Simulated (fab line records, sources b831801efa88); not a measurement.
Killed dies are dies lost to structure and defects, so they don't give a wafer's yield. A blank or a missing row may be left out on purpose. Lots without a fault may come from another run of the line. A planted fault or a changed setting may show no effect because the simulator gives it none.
fab line records | flow sky130
record lots=12 wafers=36 last_day=50
route steps=708 shown FIELD_ISO@5 PWDE@47
lots that met no fault: from a run of the same line without faults
start_h: hours from the record's first day to the start of the lot's first wafer shown | wait_h: hours since the lot's step before | " the same as in the row above | L1.1+2: a row that stands for several wafers | - no value, or no start given | * or withheld: withheld | < > ~ a bound
route shown NAME@n: a module of which the file shows steps, and the number in the route of the first | usual: mean/standard deviation of fault-free wafers | same: alike in all rows | chamber/n: place in a boat | sites: the reading at each site | _std_site: their standard deviation | _edge_site: outer sites' mean less inner sites' | radius_mm: how far each site lies from the wafer's centre | mask NAME#n: copy n | behind: the tool/chamber that last shaped the wafer | hold: why the lot was held/for how many hours/how that ended | device: the transistor (n, p or np) that didn't switch | end of line: the same wafers' tests at the end of the route | a step without rows: its recipe alone | killed: dies lost to structure and defects at the first sort, not the wafer's yield | map: a wafer's dies, x killed, . not, _ none there
set.NAME: the setting as run; set.NAME@STEP: as run at that earlier step | model.NAME: the simulator's own value behind a step, which no gauge read
steps of the route over a sample of lots; a table a step, a row a wafer
services: from which hour (start_h, from the record's first day; less than 0 if before it) a tool's chamber was out of use, for how many hours, and why
## steps
# step SKY_FIELD_ISO_THK_MEAS_04
# recipe reads=Si3N4_of_FIELD_ISO_CVD_03
# usual FIELD_ISO_CVD_03_THK=162.4/1.3
# columns lot.wafer tool chamber start_h wait_h FIELD_ISO_CVD_03_THK[nm]
L383.2 film_metro-01 - 20.39 0.0 160.7
L383.5 " - " " 161.0
L383.6 " - " " 160.9
L387.1 film_metro-01 - 40.09 0.0 161.8
L387.3 " - " " 161.4
L387.6 " - " " 160.7
L388.1 film_metro-01 - 45.19 0.0 162.9
L388.2 " - " " 161.8
L388.5 " - " " 163.1
L389.1 film_metro-04 - 48.73 0.0 163.6
L389.2 " - " " 163.2
L389.6 " - " " 164.0
L390.1 film_metro-03 - 54.08 0.0 162.6
L390.4 " - " " 163.2
L390.6 " - " " 163.5
L395.2 film_metro-03 - 80.07 0.0 163.8
L395.4 " - " " 162.7
L395.5 " - " " 163.2
L399.1 film_metro-03 - 104.21 0.0 162.7
L399.3 " - " " 164.3
L399.4 " - " " 164.3
L400.3 film_metro-01 - 107.22 0.0 160.7
L400.4 " - " " 161.9
L400.5 " - " " 160.3
L401.1 film_metro-04 - 110.04 0.0 162.6
L401.3 " - " " 161.6
L401.5 " - " " 162.4
L402.1 film_metro-03 - 113.65 0.0 163.3
L402.5 " - " " 163.3
L402.6 " - " " 164.0
L403.3 film_metro-03 - 118.50 0.0 163.5
L403.4 " - " " 163.7
L403.5 " - " " 162.9
L405.1 film_metro-01 - 129.19 0.0 161.5
L405.3 " - " " 160.2
L405.5 " - " " 161.1
# step SKY_FIELD_ISO_CD_MEAS_13
# recipe target_cd_nm=150
# usual cd_nm=150.2/1.3
# columns lot.wafer tool chamber start_h wait_h cd_nm
L383.2 cd_sem-02 - 35.06 - 150.5
L383.5 " - " " 150.0
L383.6 " - " " 149.7
L387.1 cd_sem-02 - 55.15 - 149.1
L387.3 " - " " 149.1
L387.6 " - " " 150.4
L388.1 cd_sem-01 - 60.99 - 148.4
L388.2 " - " " 150.4
L388.5 " - " " 147.5
L389.1 cd_sem-02 - 63.96 - 150.2
L389.2 " - " " 151.3
L389.6 " - " " 150.4
L390.1 cd_sem-02 - 70.70 - 152.8
L390.4 " - " " 151.5
L390.6 " - " " 152.1
L395.2 cd_sem-01 - 96.98 - 149.4
L395.4 " - " " 151.2
L395.5 " - " " 150.8
L399.1 cd_sem-01 - 122.10 - 147.4
L399.3 " - " " 148.9
L399.4 " - " " 149.7
L400.3 cd_sem-02 - 125.94 - 150.7
L400.4 " - " " 149.4
L400.5 " - " " 150.0
L401.1 cd_sem-01 - 128.86 - 150.1
L401.3 " - " " 150.5
L401.5 " - " " 151.9
L402.1 cd_sem-02 - 131.01 - 151.4
L402.5 " - " " 152.4
L402.6 " - " " 152.7
L403.3 cd_sem-01 - 137.10 - 147.5
L403.4 " - " " 148.2
L403.5 " - " " 147.6
L405.1 cd_sem-01 - 147.96 - 149.6
L405.3 " - " " 149.6
L405.5 " - " " 150.9
# step SKY_FIELD_ISO_CMP_27
# recipe stop_on=Si3N4 t_overpolish_s=16 down_force_psi=4 platen_rpm=60 target_thk_nm=457.8 pad_velocity_m_s=0.94248
# usual edge_zone_pressure_frac=1.000/0.005 motor_current_A=12.4/0.94 overpolish_run_s=16.000/0.0082 slurry_filter_dp_kPa=13.49/0.13 time_to_endpoint_s=113/4.1
# columns lot.wafer tool chamber start_h wait_h edge_zone_pressure_frac motor_current_A overpolish_run_s slurry_filter_dp_kPa time_to_endpoint_s
L383.2 cmp-02 3 41.06 0.1 1.004 12.0 16.007 13.59 123
L383.5 " 0 " " 0.997 11.8 15.997 13.55 115
L383.6 " 1 " " 0.994 11.6 15.997 13.61 117
L387.1 cmp-02 3 59.36 0.3 1.002 12.3 15.995 13.41 117
L387.3 " 0 " " 0.989 12.4 15.989 13.45 112
L387.6 " 2 " " 1.006 13.5 16.002 13.57 114
L388.1 cmp-02 0 64.63 0.1 0.998 12.2 15.981 13.60 113
L388.2 " 1 " " 0.996 12.0 15.998 13.50 111
L388.5 " 0 " " 0.996 11.5 16.015 13.40 113
L389.2 cmp-01 3 68.87 0.0 0.997 10.1 16.001 13.41 111
L389.1 " 1 " " 0.999 11.3 15.999 13.49 104
L389.6 " 0 " " 1.005 11.0 15.998 13.38 107
L390.1 cmp-02 0 74.50 0.0 1.001 12.4 15.994 13.47 110
L390.4 " 2 " " 0.998 13.8 15.995 13.45 111
L390.6 " 1 " " 0.997 11.9 15.997 13.65 111
L395.2 cmp-02 0 103.40 0.0 0.997 11.6 16.002 13.31 118
L395.4 " 2 " " 1.002 13.8 16.004 13.37 110
L395.5 " 0 " " 1.005 12.4 16.003 13.54 115
L399.3 cmp-02 1 126.64 0.0 0.994 11.7 16.006 13.48 114
L399.4 " 2 " " 0.993 14.0 16.000 13.30 116
L399.1 " 0 " " 1.005 12.3 15.993 13.29 115
L400.3 cmp-02 2 130.47 0.1 0.988 13.3 15.996 13.42 115
L400.4 " 3 " " 0.995 12.7 16.004 13.56 118
L400.5 " 1 " " 1.000 11.9 15.995 13.63 112
L401.3 cmp-02 2 135.88 0.0 0.994 13.8 16.014 13.26 111
L401.1 " 0 " " 0.999 11.7 15.988 13.63 111
L401.5 " 2 " " 1.007 14.3 16.009 13.52 110
L402.1 cmp-01 2 136.09 0.0 0.999 13.4 16.004 13.64 121
L402.6 " 2 " " 0.996 14.4 15.998 13.43 121
L402.5 " 3 " " 1.004 10.8 16.000 13.58 122
L403.3 cmp-01 2 141.70 0.1 1.000 14.4 15.986 13.40 114
L403.4 " 0 " " 1.012 10.8 16.004 13.54 113
L403.5 " 1 " " 0.999 11.7 16.006 13.51 105
L405.1 cmp-02 1 151.50 0.0 1.003 12.1 15.994 13.58 104
L405.3 " 0 " " 0.998 12.4 16.011 13.62 107
L405.5 " 2 " " 1.008 13.5 15.994 13.55 105
# step SKY_PWDE_COAT_02
# recipe spin_rpm=2000 resist_thk_nm=3000
# usual spin_speed_rpm=1999.7/1.6
# columns lot.wafer tool chamber start_h wait_h spin_speed_rpm
L383.2 litho_track-04 0 68.61 0.1 1997.7
L383.5 " 0 " " 1999.3
L383.6 " 0 " " 1998.4
L387.1 litho_track-02 0 86.00 0.1 2001.5
L387.3 " 0 " " 2000.2
L387.6 " 0 " " 2000.7
L388.1 litho_track-02 0 91.55 0.1 1952.6
L388.2 " 0 " " 1952.3
L388.5 " 0 " " 1953.0
L389.1 litho_track-02 0 97.20 0.1 1953.0
L389.2 " 0 " " 1952.7
L389.6 " 0 " " 1953.0
L390.1 litho_track-02 0 104.20 0.1 1953.1
L390.4 " 0 " " 1952.7
L390.6 " 0 " " 1953.6
L395.2 litho_track-01 0 134.18 0.1 2000.0
L395.4 " 0 " " 2001.1
L395.5 " 0 " " 1997.3
L399.1 litho_track-01 0 158.06 0.1 1999.1
L399.3 " 0 " " 1998.2
L399.4 " 0 " " 1997.8
L400.3 litho_track-01 0 164.36 0.1 1997.3
L400.4 " 0 " " 1999.6
L400.5 " 0 " " 1999.4
L401.1 litho_track-04 0 167.83 0.1 1997.9
L401.3 " 0 " " 2000.3
L401.5 " 0 " " 2000.6
L402.1 litho_track-01 0 168.46 0.1 1999.7
L402.5 " 0 " " 2000.5
L402.6 " 0 " " 2000.2
L403.3 litho_track-02 0 175.00 0.1 1998.2
L403.4 " 0 " " 2001.7
L403.5 " 0 " " 2002.0
L405.1 litho_track-02 0 186.05 0.1 2002.3
L405.3 " 0 " " 2001.5
L405.5 " 0 " " 1997.5
# step SKY_PWDE_STRIP_09
# recipe chemistry=O2/N2 power_w=1400 pressure_mtorr=1500 platen_temp_c=withheld o2_flow_sccm=3000 n2_flow_sccm=300 overash_fraction=0.5
# usual drypump_motor_current_A=5.7/0.4 oes_product_au=0.723/0.0047 strip_time_to_endpoint_s=36.85/0.1
# same overash_fraction=0.5
# columns lot.wafer tool chamber start_h wait_h drypump_motor_current_A oes_product_au rf_hours_counter_h strip_time_to_endpoint_s
L383.2 plasma_asher-03 0 77.04 0.1 5.9 0.725 37 36.86
L383.5 " 0 " " 5.9 0.718 - 37.00
L383.6 " 1 " " 5.6 0.719 - 37.01
L387.1 plasma_asher-04 0 94.73 0.1 5.9 0.718 29 36.75
L387.3 " 0 " " 5.9 0.721 - 36.84
L387.6 " 0 " " 5.9 0.719 - 36.85
L388.1 plasma_asher-04 0 100.15 0.1 5.9 0.723 30 37.33
L388.2 " 1 " " 5.0 0.722 30 37.30
L388.5 " 1 " " 5.0 0.726 - 37.31
L389.1 plasma_asher-02 0 105.90 0.1 6.3 0.723 42 37.40
L389.2 " 1 " " 5.5 0.718 42 37.24
L389.6 " 1 " " 5.5 0.731 - 37.33
L390.1 plasma_asher-02 0 113.73 0.1 6.3 0.726 43 37.27
L390.4 " 1 " " 5.4 0.724 - 37.23
L390.6 " 1 " " 5.4 0.714 - 37.26
L395.2 plasma_asher-02 0 144.44 0.1 6.3 0.729 46 36.67
L395.4 " 1 " " 5.5 0.722 - 36.78
L395.5 " 1 " " 5.4 0.729 - 36.84
L399.1 plasma_asher-03 1 168.72 0.1 5.6 0.733 5 36.71
L399.3 " 0 " " 5.9 0.723 - 36.76
L399.4 " 1 " " 5.7 0.732 - 36.77
L400.3 plasma_asher-03 0 174.90 0.1 5.9 0.722 - 36.82
L400.4 " 1 " " 5.7 0.722 - 36.84
L400.5 " 1 " " 5.6 0.724 - 36.81
L401.1 plasma_asher-02 0 178.08 0.1 6.3 0.718 49 36.78
L401.3 " 0 " " 6.3 0.725 - 36.74
L401.5 " 0 " " 6.3 0.731 - 36.66
L402.1 plasma_asher-03 0 179.12 0.1 5.9 0.720 6 36.93
L402.5 " 1 " " 5.7 0.719 - 36.95
L402.6 " 0 " " 5.9 0.712 - 36.94
L403.3 plasma_asher-04 1 186.35 0.1 4.9 0.728 - 37.01
L403.4 " 0 " " 5.9 0.736 - 36.88
L403.5 " 0 " " 5.9 0.721 - 37.00
L405.1 plasma_asher-02 0 197.03 0.1 6.3 0.724 51 36.83
L405.3 " 1 " " 5.4 0.725 - 36.79
L405.5 " 1 " " 5.4 0.713 - 36.81
## services
# columns tool chamber start_h hours kind
plasma_asher-03 - 19.01 15.6 pm
cmp-02 - 23.26 1.8 repair
cmp-02 - 23.42 1.0 repair
cmp-01 - 27.06 1.5 repair
cmp-02 - 35.66 0.2 repair
plasma_asher-03 - 38.76 0.8 repair
cmp-01 - 39.09 4.9 repair
cmp-01 - 50.95 8.6 pm
cmp-02 - 60.64 2.6 repair
plasma_asher-03 - 65.53 11.5 repair
cmp-02 - 65.76 4.0 pm
cmp-02 - 69.76 - consumable_replace:conditioner
cmp-02 - 69.76 - consumable_replace:pad
cmp-02 - 97.11 0.8 repair
plasma_asher-03 - 108.75 9.0 pm
plasma_asher-03 0 108.75 9.0 vent_cycle
plasma_asher-03 1 108.75 9.0 vent_cycle
plasma_asher-03 0 117.75 - clean
plasma_asher-03 1 117.75 - clean
cmp-02 - 148.60 0.4 repair
cmp-01 - 160.30 0.4 repair
cmp-01 - 177.88 6.9 pm
cmp-02 - 193.53 5.9 pm
## key
first_sign step=SKY_PWDE_COAT_02 reading=spin_speed_rpm direction=down sigmas=30 usual=1999.7 struck=1952.9
effect step=SKY_PWDE_STRIP_09 reading=strip_time_to_endpoint_s direction=up sigmas=4.3 usual=* struck=*
met_at SKY_PWDE_COAT_02
struck_lots L388,L389,L390
tester_left_out L388,L389,L390
not_acting_at SKY_FIELD_ISO_THK_MEAS_04,SKY_FIELD_ISO_CD_MEAS_13,SKY_FIELD_ISO_CMP_27
onset_between 86.00 91.55
fault kind=process_parameter_drift tool=litho_track-02 chamber=- onset_h=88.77 steps=SKY_PWDE_COAT_02 channel=spin_rpm offset=-47.303 shape=step end_h=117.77 acts_in=these_recipes_only stated=2000
# tester_left_out: of these lots the tester's yield and bins aren't shown, on N5 and GAA mostly nor the transistor test; their killed dies are dies lost to structure and defects alone, not to doping, threshold or leakage, so they don't give the yield
